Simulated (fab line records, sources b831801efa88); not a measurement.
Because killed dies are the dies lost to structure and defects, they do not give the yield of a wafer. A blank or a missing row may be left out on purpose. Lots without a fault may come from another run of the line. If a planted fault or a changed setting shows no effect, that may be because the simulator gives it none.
fab line records | flow gf180mcu
record: lots: 5 wafers: 15 last-day: 34
route steps=602 shown M5@532 V5@540 TOP_METAL@567
lots untouched by any fault: they come from a run of this same line in which no faults occurred
start-h: hours from the record's opening day to when the first of the lot's shown wafers began | wait-h: hours since the lot's step before | " same as the row above | L1.1+2: a row that stands for several wafers | - no value, or no start given | * or withheld: withheld | < > ~ a bound
route shown NAME@n: a module of which the file shows steps, and the number in the route of the first | usual: mean/standard deviation of fault-free wafers | same: alike in all rows | chamber/n: place in a boat | sites: readings site by site | _std_site: standard deviation of those values | _edge_site: inner sites' mean taken away from outer sites' mean | radius-mm: how far each site lies from the wafer's centre | mask NAME#n: copy n | behind: tool/chamber where the wafer was last shaped | hold: the reason the lot was held/the length of the hold in hours/how it ended | device: whichever transistor did not switch (one of n, p or np) | end of line: the same wafers' tests at the end of the route | where a step has no rows: the recipe by itself | killed: count of dies lost to structure and defects at first sort (not the wafer's yield) | map: dies across one wafer; x = killed, . = not, _ = none there
set.NAME: the setting that was run; set.NAME@STEP: the one run at that earlier step | model.NAME: the simulator's own value behind a step, which no gauge read
certain route steps with their lots: each step a table, each wafer a row
services: when a tool's chamber went out of use (start-h, in hours from the record's first day, below 0 if earlier), for how many hours, and the reason
== steps ==
step: GF_M5_DEVELOP_06
recipe: develop-time-s: 60 dev-temp-c: 21
step: GF_M5_CD_MEAS_07
recipe: target-cd-nm: 280
usual: cd-nm: 280.0/1.1
columns lot.wafer tool chamber start-h wait-h cd-nm
L778.1 cd-sem-01 - 606.40 0.1 279.6
L778.3 " - " " 279.8
L778.6 " - " " 279.4
L779.2 cd-sem-01 - 614.32 0.1 279.5
L779.4 " - " " 279.5
L779.5 " - " " 280.1
L787.1 cd-sem-02 - 675.72 0.1 278.2
L787.3 " - " " 278.0
L787.4 " - " " 279.1
L799.1 cd-sem-02 - 750.05 0.1 280.5
L799.2 " - " " 279.5
L799.6 " - " " 280.1
L801.1 cd-sem-01 - 762.50 0.1 279.1
L801.3 " - " " 279.3
L801.6 " - " " 278.7
step: GF_M5_OVL_MEAS_08
usual: M5_OVL: -2/5.1
columns lot.wafer tool chamber start-h wait-h M5_OVL[nm]
L778.1 overlay-01 - 606.52 0.1 4
L778.3 " - " " -1
L778.6 " - " " 4
L779.2 overlay-02 - 614.43 0.1 -6
L779.4 " - " " -12
L779.5 " - " " -7
L787.1 overlay-01 - 675.84 0.1 -2
L787.3 " - " " 4
L787.4 " - " " 0
L799.1 overlay-01 - 750.17 0.1 4
L799.2 " - " " 2
L799.6 " - " " -4
L801.1 overlay-01 - 762.62 0.1 0
L801.3 " - " " -1
L801.6 " - " " -4
step: GF_M5_ETCH_09
recipe: chemistry: CF4/O2 target: Si3N4 target-depth-nm: 52 source-w: 800 bias-w: 150 pressure-mtorr: 150 cf4-flow-sccm: 80 O2_flow_sccm: 10 time-s: 11.6
usual: chamber-pressure-mTorr: 150.00/0.13 drypump-motor-current-A: 5.7/0.41 oes-product-au: 0.999/0.011 throttle-valve-pct: 5.970/0.0089
columns lot.wafer tool chamber start-h wait-h chamber-pressure-mTorr drypump-motor-current-A oes-product-au rf-hours-counter-h throttle-valve-pct
L778.1 rie-diel-02 1 606.55 0.0 149.97 5.3 1.001 51 5.970
L778.3 " 2 " " 150.08 6.4 0.984 17 5.965
L778.6 " 2 " " 150.19 6.4 0.988 - 5.974
L779.2 rie-diel-04 2 614.46 0.0 149.90 5.6 1.009 0 5.972
L779.4 " 3 " " 149.97 5.5 1.006 - 5.969
L779.5 " 1 " " 150.04 5.5 1.005 - 5.970
L787.1 rie-diel-02 2 675.87 0.0 150.17 6.4 0.986 20 5.953
L787.3 " 1 " " 149.94 5.3 1.012 54 5.985
L787.4 " 1 " " 149.98 5.3 1.000 - 5.965
L799.1 rie-diel-02 3 750.20 0.0 149.82 6.0 0.976 3 5.950
L799.2 " 0 " " 149.86 5.7 1.014 14 5.968
L799.6 " 0 " " 150.23 5.7 0.993 - 5.992
L801.1 rie-diel-04 3 762.66 0.0 149.89 5.5 1.008 22 5.969
L801.3 " 2 " " 149.92 5.6 1.024 7 5.981
L801.6 " 2 " " 149.81 5.6 1.021 - 5.969
step: GF_M5_METAL_ETCH_10
recipe: chemistry: Cl2/BCl3 mask-material: KrF target-depth-nm: 750.8 stop-on: SiO2 pressure-mtorr: 8 icp-w: 800 bias-w: 140 Cl2_flow_sccm: 80 bcl3-flow-sccm: 40 time-s: 125.1
step: GF_M5_STRIP_11
recipe: chemistry: O2/N2 power-w: 1400 pressure-mtorr: 1500 platen-temp-c: 250 o2-flow-sccm: 3000 n2-flow-sccm: 300 overash-fraction: 0.5
step: GF_M5_STRIP_12
recipe: chemistry: post-etch-residue-remover time-s: 1200 temp-c: 72.5
step: GF_M5_CLEAN_13
recipe: chemistry: DIW dry: n2-spin
step: GF_V5_CVD_00
recipe: material: SiO2 target-thk-nm: 300 sigma-open-frac: 0.3 temp-c: 400 time-s: 50 sih4-flow-sccm: 60 pressure-mtorr: 6
step: GF_V5_THK_MEAS_01
recipe: reads: SiO2_of_V5_CVD_00
usual: V5_CVD_00_THK: 299/5.1
columns lot.wafer tool chamber start-h wait-h V5_CVD_00_THK[nm]
L778.1 film-metro-01 - 607.63 0.0 308
L778.3 " - " " 300
L778.6 " - " " 302
L779.2 film-metro-03 - 615.20 0.0 296
L779.4 " - " " 295
L779.5 " - " " 299
L787.1 film-metro-01 - 676.96 0.0 307
L787.3 " - " " 303
L787.4 " - " " 305
L799.1 film-metro-02 - 750.96 0.0 307
L799.2 " - " " 305
L799.6 " - " " 302
L801.1 film-metro-01 - 763.39 0.0 296
L801.3 " - " " 303
L801.6 " - " " 297
step: GF_V5_CVD_02
recipe: material: SiO2 target-thk-nm: 1450 precursor: TEOS temp-c: 400 time-s: 163.28 rf-w: 600
usual: heater-power-w: 634/110
columns lot.wafer tool chamber start-h wait-h heater-power-w since-wet-clean-h
L778.1 pecvd-03 0 607.69 0.1 573 225
L778.3 " 2 " " 600 225
L778.6 " 2 " " 492 -
L779.2 pecvd-01 1 615.25 0.0 761 10
L779.4 " 2 " " 635 -
L779.5 " 0 " " 581 -
L787.1 pecvd-03 1 677.02 0.1 692 294
L787.3 " 2 " " 543 294
L787.4 " 1 " " 746 -
L799.1 pecvd-03 2 751.02 0.1 515 368
L799.2 " 1 " " 712 368
L799.6 " 2 " " 585 -
L801.1 pecvd-01 2 763.45 0.1 613 158
L801.3 " 0 " " 683 158
L801.6 " 1 " " 828 -
step: GF_V5_THK_MEAS_03
recipe: reads: SiO2_of_V5_CVD_02
usual: V5_CVD_02_THK: 1451/24
columns lot.wafer tool chamber start-h wait-h V5_CVD_02_THK[nm]
L778.1 film-metro-02 - 607.80 0.1 1434
L778.3 " - " " 1432
L778.6 " - " " 1461
L779.2 film-metro-01 - 615.36 0.1 1412
L779.4 " - " " 1460
L779.5 " - " " 1466
L787.1 film-metro-02 - 677.13 0.1 1450
L787.3 " - " " 1427
L787.4 " - " " 1476
L799.1 film-metro-01 - 751.13 0.1 1403
L799.2 " - " " 1445
L799.6 " - " " 1421
L801.1 film-metro-01 - 763.55 0.1 1458
L801.3 " - " " 1442
L801.6 " - " " 1451
step: GF_V5_CMP_04
recipe: material: SiO2 down-force-psi: 4 platen-rpm: 60 pad-velocity-m-s: 0.94248
usual: motor-current-A: 12.1/1.3 slurry-filter-dp-kPa: 13.50/0.15
columns lot.wafer tool chamber start-h wait-h motor-current-A slurry-filter-dp-kPa model.SiO2_of_V5_CVD_02.thk-nm
L778.1 cmp-01 0 607.86 0.1 11.3 13.44 853.7
L778.3 " 1 " " 14.3 13.49 855.2
L778.6 " 0 " " 11.0 13.57 855.2
L779.2 cmp-02 1 615.46 0.1 11.3 13.50 853.1
L779.4 " 3 " " 13.9 13.66 854.8
L779.5 " 1 " " 11.0 13.69 854.5
L787.1 cmp-01 0 677.19 0.1 11.4 13.41 938.1
L787.4 " 2 " " 10.2 13.46 853.3
L787.3 " 3 " " 13.1 13.55 854.4
L799.1 cmp-01 0 751.19 0.1 11.2 13.24 853.4
L799.2 " 1 " " 14.8 13.76 854.8
L799.6 " 1 " " 13.9 13.60 854.2
L801.1 cmp-01 3 764.09 0.5 12.2 13.56 853.9
L801.3 " 0 " " 10.6 13.44 854.1
L801.6 " 3 " " 12.5 13.37 855
step: GF_V5_BOW_MEAS_05
recipe: mode: bow
usual: V5_BOW: 132/9.2
columns lot.wafer tool chamber start-h wait-h hold V5_BOW[um]
L778.1 film-metro-02 - 608.16 0.2 - 140
L778.3 " - " " - 152
L778.6 " - " " - 121
L779.2 film-metro-03 - 615.73 0.2 - 133
L779.4 " - " " - 128
L779.5 " - " " - 126
L787.1 film-metro-01 - 677.49 0.2 await-dispo/0.2h/release 139
L787.3 " - " " await-dispo/0.2h/release 146
L787.4 " - " " await-dispo/0.2h/release 147
L787.1 film-metro-01 - 677.78 0.3 - -
L787.3 " - " " - -
L787.4 " - " " - -
L799.1 film-metro-01 - 751.49 0.2 - 123
L799.2 " - " " - 116
L799.6 " - " " - 105
L801.1 film-metro-01 - 764.34 0.2 - 131
L801.3 " - " " - 122
L801.6 " - " " - 124
step: GF_V5_HMDS_07
recipe: prime-time-s: 60 prime-temp-c: 120
step: GF_V5_COAT_08
recipe: resist: BARC temp-c: withheld time-s: withheld spin-rpm: withheld resist-thk-nm: withheld
step: GF_V5_COAT_09
recipe: resist: KrF spin-rpm: withheld resist-thk-nm: 1000
step: GF_V5_SOFTBAKE_10
recipe: temp-c: 130 time-s: 60 resist: KrF
step: GF_V5_EXPOSE_11
recipe: mask-id: Via5 target-cd-nm: 260 na: 0.68 source-shape: conventional sigma-outer: 0.6 dose-mj: 38
step: GF_V5_PEB_12
recipe: peb-temp-c: 135 peb-time-s: 90 resist: KrF
step: GF_V5_DEVELOP_13
recipe: develop-time-s: 60 resist: KrF dev-temp-c: 21
step: GF_V5_CD_MEAS_14
recipe: target-cd-nm: 260
usual: cd-nm: 260.2/1.3
columns lot.wafer tool chamber start-h wait-h cd-nm
L778.1 cd-sem-02 - 629.00 0.1 261.3
L778.3 " - " " 260.9
L778.6 " - " " 262.0
L779.2 cd-sem-02 - 636.07 0.1 260.6
L779.4 " - " " 259.3
L779.5 " - " " 259.7
L787.1 cd-sem-02 - 696.43 0.1 259.6
L787.3 " - " " 259.5
L787.4 " - " " 260.9
L799.1 cd-sem-02 - 767.18 0.1 260.3
L799.2 " - " " 259.3
L799.6 " - " " 260.2
L801.1 cd-sem-01 - 779.70 0.1 258.1
L801.3 " - " " 258.7
L801.6 " - " " 259.2
step: GF_V5_OVL_MEAS_15
usual: V5_OVL: -5/5.6
columns lot.wafer tool chamber start-h wait-h V5_OVL[nm]
L778.1 overlay-02 - 629.12 0.1 -4
L778.3 " - " " -8
L778.6 " - " " -8
L779.2 overlay-02 - 636.17 0.1 -6
L779.4 " - " " -5
L779.5 " - " " -9
L787.1 overlay-02 - 696.55 0.1 8
L787.3 " - " " -2
L787.4 " - " " -10
L799.1 overlay-02 - 767.30 0.1 -10
L799.2 " - " " -6
L799.6 " - " " -8
L801.1 overlay-01 - 779.82 0.1 -9
L801.3 " - " " -5
L801.6 " - " " 5
step: GF_V5_ETCH_16
recipe: chemistry: N2/H2 target-depth-a: withheld overetch-a: withheld time-s: withheld target: BARC ion-energy-ev: 200 source-w: 500 bias-w: 100 pressure-mtorr: 30 n2-flow-sccm: 100 h2-flow-sccm: 200
step: GF_V5_ETCH_17
recipe: chemistry: C4F8/O2/Ar mask-material: KrF target: SiO2 stop-on: TiN source-w: 1500 bias-w: 1200 pressure-mtorr: 40 c4f8-flow-sccm: withheld O2_flow_sccm: 6 Ar_flow_sccm: 300 time-s: withheld target-depth-a: 8550
usual: chamber-pressure-mTorr: 40.00/0.036 oes-product-au: 0.859/0.0046
columns lot.wafer tool chamber start-h wait-h chamber-pressure-mTorr oes-product-au model.etch.depth-nm model.V5.feature-depth-nm
L778.1 rie-diel-03 3 - - 40.07 0.857 853.7 853.7
L778.3 " 2 " " 40.07 0.859 855.2 855.2
L778.6 " 3 " " 40.02 0.850 855.2 855.2
L779.2 rie-diel-01 2 - - 39.97 0.863 853.1 853.1
L779.4 " 0 " " 40.02 0.858 854.8 854.8
L779.5 " 2 " " 40.00 0.859 854.5 854.5
L787.1 rie-diel-01 1 - - 40.03 0.907 938.1 938.1
L787.3 " 0 " " 39.92 0.858 854.4 854.4
L787.4 " 2 " " 40.00 0.865 853.3 853.3
L799.1 rie-diel-03 2 - - 40.03 0.865 853.4 853.4
L799.2 " 1 " " 40.00 0.867 854.8 854.8
L799.6 " 2 " " 40.03 0.856 854.2 854.2
L801.1 rie-diel-01 2 - - 40.03 0.854 853.9 853.9
L801.3 " 0 " " 40.02 0.854 854.1 854.1
L801.6 " 3 " " 40.01 0.866 855 855
step: GF_V5_STRIP_18
recipe: chemistry: O2/N2 power-w: 1400 pressure-mtorr: 1500 platen-temp-c: 250 o2-flow-sccm: 3000 n2-flow-sccm: 300 overash-fraction: 0.5
usual: chamber-pressure-mTorr: 1500.0/1.2 drypump-motor-current-A: 5.78/0.16 heater-power-w: 324/18 o2-flow-sccm: 3000/8.3 oes-product-au: 0.569/0.005
columns lot.wafer tool chamber start-h wait-h chamber-pressure-mTorr drypump-motor-current-A heater-power-w o2-flow-sccm oes-product-au rf-hours-counter-h
L778.1 plasma-asher-03 0 629.31 - 1501.1 6.04 317 2998 0.573 20
L778.3 " 0 " " 1498.6 6.03 318 2993 0.570 -
L778.6 " 1 " " 1498.9 5.80 315 3008 0.574 -
L779.2 plasma-asher-02 1 636.36 - 1499.2 5.60 339 2992 0.564 83
L779.4 " 1 " " 1500.9 5.61 339 2993 0.570 -
L779.5 " 0 " " 1501.2 5.63 335 2992 0.575 -
L787.1 plasma-asher-02 0 696.74 - 1500.0 5.64 342 3008 0.572 89
L787.3 " 1 " " 1499.5 5.59 338 2989 0.561 -
L787.4 " 0 " " 1500.6 5.64 345 3022 0.578 -
L799.1 plasma-asher-02 1 767.49 - 1501.0 5.61 343 2998 0.567 98
L799.2 " 0 " " 1499.8 5.66 342 3008 0.562 98
L799.6 " 0 " " 1502.1 5.67 339 3016 0.564 -
L801.1 plasma-asher-01 0 780.01 - 1500.3 5.96 292 2994 0.569 4
L801.3 " 1 " " 1500.5 5.86 323 2998 0.565 -
L801.6 " 0 " " 1502.5 5.97 298 3011 0.569 -
step: GF_V5_STRIP_19
recipe: chemistry: post-etch-residue-remover time-s: 1200 temp-c: 72.5
step: GF_V5_CLEAN_20
recipe: chemistry: DIW dry: n2-spin
step: GF_V5_SPUTTER_21
recipe: material: Ti target-thk-nm: 15 chamber-pressure-pa: 5 power-w: 2500 substrate-temp-c: 200 time-s: 80.02
step: GF_V5_SPUTTER_22
recipe: material: TiN target-thk-nm: 10 chamber-pressure-pa: 5 power-w: 4000 time-s: 40
usual: chamber-pressure-pa: 5.000/0.0097 throttle-valve-pct: 30.4/0.87
columns lot.wafer tool chamber start-h wait-h chamber-pressure-pa throttle-valve-pct
L778.1 pvd-sputter-04 - 630.25 0.0 5.015 30.5
L778.3 " - " " 5.013 29.9
L778.6 " - " " 5.017 32.1
L779.2 pvd-sputter-03 - 637.30 0.0 5.016 30.7
L779.4 " - " " 4.998 30.0
L779.5 " - " " 4.994 29.9
L787.1 pvd-sputter-02 - 697.35 0.0 5.011 29.1
L787.3 " - " " 5.000 30.9
L787.4 " - " " 5.007 31.2
L799.1 pvd-sputter-02 - 768.09 0.0 4.998 28.8
L799.2 " - " " 4.987 31.2
L799.6 " - " " 5.013 30.4
L801.1 pvd-sputter-04 - 780.60 0.0 4.992 30.0
L801.3 " - " " 5.004 30.4
L801.6 " - " " 5.018 30.3
step: GF_V5_CVD_23
recipe: material: W target-thk-nm: 350 time-s: 104.9 temp-c: 400 pressure-torr: 40
usual: heater-power-w: 875/64
columns lot.wafer tool chamber start-h wait-h heater-power-w since-wet-clean-h
L778.1 cvd-w-01 1 630.29 0.0 806 726
L778.3 " 1 " " 825 -
L778.6 " 0 " " 849 -
L779.2 cvd-w-01 1 637.34 0.0 804 733
L779.4 " 1 " " 815 -
L779.5 " 1 " " 799 -
L787.1 cvd-w-01 0 697.39 0.0 859 793
L787.3 " 0 " " 882 -
L787.4 " 1 " " 825 -
L799.1 cvd-w-01 0 768.13 0.0 900 864
L799.2 " 1 " " 818 864
L799.6 " 0 " " 900 -
L801.1 cvd-w-01 0 780.64 0.0 910 877
L801.3 " 0 " " 868 -
L801.6 " 1 " " 813 -
step: GF_V5_RS_MEAS_24
recipe: thk-meas-gauge: four-point-probe reads: W_of_V5_CVD_23+TiN_of_V5_SPUTTER_22+Ti_of_V5_SPUTTER_21
usual: V5_W_RS: 0.3285/0.0028
columns lot.wafer tool chamber start-h wait-h V5_W_RS[ohm/sq]
L778.1 film-metro-01 - 630.40 0.1 0.3233
L778.3 " - " " 0.3229
L778.6 " - " " 0.3237
L779.2 film-metro-02 - 637.47 0.1 0.3254
L779.4 " - " " 0.3317
L779.5 " - " " 0.3285
L787.1 film-metro-02 - 697.50 0.1 0.3254
L787.3 " - " " 0.3247
L787.4 " - " " 0.3248
L799.1 film-metro-03 - 768.24 0.1 0.3300
L799.2 " - " " 0.3298
L799.6 " - " " 0.3277
L801.1 film-metro-02 - 780.75 0.1 0.3303
L801.3 " - " " 0.3265
L801.6 " - " " 0.3269
step: GF_V5_THK_MEAS_25
recipe: thk-meas-gauge: xrf reads: W_of_V5_CVD_23
usual: V5_W_THK: 337.5/2.7
columns lot.wafer tool chamber start-h wait-h V5_W_THK[nm]
L778.1 film-metro-01 - 630.52 0.1 340.6
L778.3 " - " " 341.2
L778.6 " - " " 340.9
L779.2 film-metro-02 - 637.58 0.1 339.5
L779.4 " - " " 335.2
L779.5 " - " " 337.5
L787.1 film-metro-02 - 697.62 0.1 336.9
L787.3 " - " " 338.6
L787.4 " - " " 340.2
L799.1 film-metro-03 - 768.36 0.1 336.0
L799.2 " - " " 335.8
L799.6 " - " " 337.1
L801.1 film-metro-02 - 780.87 0.1 334.1
L801.3 " - " " 338.7
L801.6 " - " " 338.1
step: GF_V5_CMP_26
recipe: stop-on: SiO2 down-force-psi: 3.5 platen-rpm: 60 t-overpolish-s: 15 target-thk-nm: 0 pad-velocity-m-s: 0.94248
usual: motor-current-A: 11.1/1.2 slurry-filter-dp-kPa: 13.51/0.13
columns lot.wafer tool chamber start-h wait-h motor-current-A slurry-filter-dp-kPa model.SiO2_of_V5_CVD_02.thk-nm
L778.1 cmp-02 1 630.63 0.1 10.3 13.64 849.9
L778.3 " 3 " " 12.8 13.55 851.4
L778.6 " 0 " " 11.6 13.62 851.4
L779.4 cmp-01 0 637.63 0.0 10.0 13.62 851.1
L779.2 " 3 " " 12.3 13.34 849.3
L779.5 " 0 " " 9.6 13.76 850.7
L787.1 cmp-01 0 697.94 0.3 9.9 13.53 934.3
L787.4 " 1 " " 13.1 13.50 849.5
L787.3 " 2 " " 9.9 13.54 850.6
L799.1 cmp-01 0 768.42 0.1 10.1 13.43 849.6
L799.2 " 3 " " 11.0 13.55 851
L799.6 " 0 " " 10.8 13.40 850.4
L801.3 cmp-02 0 780.93 0.0 11.6 13.35 850.3
L801.1 " 1 " " 10.5 13.68 850.2
L801.6 " 0 " " 12.0 13.40 851.3
step: GF_TOP_METAL_SPUTTER_00
recipe: material: Ti target-thk-nm: 37.5 arriving-ion-energy-ev: 80 substrate-temp-c: 200 chamber-pressure-pa: 2 power-w: 4000 time-s: 150
== services ==
columns tool chamber start-h hours kind
pecvd-01 - 591.12 14.0 pm
rie-diel-04 0 595.90 26.1 repair
rie-diel-01 3 607.90 5.7 repair
cmp-01 - 609.43 4.2 pm
pecvd-03 - 623.15 1.8 repair
rie-diel-03 - 623.72 0.2 repair
cmp-02 - 632.90 7.9 pm
cmp-01 - 640.96 4.9 pm
rie-diel-01 1 660.52 4.0 repair
pecvd-03 - 666.14 1.4 repair
pecvd-03 - 672.82 0.4 repair
cmp-02 - 678.06 3.2 repair
cvd-w-01 - 683.13 6.9 pm
rie-diel-02 0 686.45 10.0 repair
pecvd-03 - 689.26 1.4 repair
rie-diel-01 3 690.21 3.9 repair
cmp-01 - 693.91 2.3 repair
pecvd-03 0 701.13 5.3 repair
rie-diel-01 3 709.52 15.3 repair
pecvd-03 1 723.29 4.7 repair
rie-diel-01 0 725.22 5.9 repair
cmp-01 - 744.18 4.0 pm
cmp-01 - 761.71 2.3 repair
cmp-01 - 779.28 1.2 repair
== key ==
first-sign: step: GF_V5_BOW_MEAS_05 reading: visit direction: added
effect: step: GF_V5_ETCH_17 reading: oes-product-au direction: up sigmas: 10 usual: 0.859 struck: 0.907
model-effect: step: GF_V5_CMP_04 value: SiO2_of_V5_CVD_02.thk-nm without: 852.6 struck: 938.1
model-effect: step: GF_V5_ETCH_17 value: etch.depth-nm without: 852.6 struck: 938.1
model-effect: step: GF_V5_CMP_26 value: SiO2_of_V5_CVD_02.thk-nm without: 848.8 struck: 934.3
met-at GF_V5_CMP_04
struck-wafers L787.1
onset-between 607.86 677.19
fault: kind: process-parameter-drift tool: cmp-01 chamber: - onset-h: 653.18 steps: GF_V5_CMP_04 channel: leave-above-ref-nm offset: 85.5 shape: step end-h: 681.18 scope: struck-wafers-only acts-in: these-recipes-only stated: 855
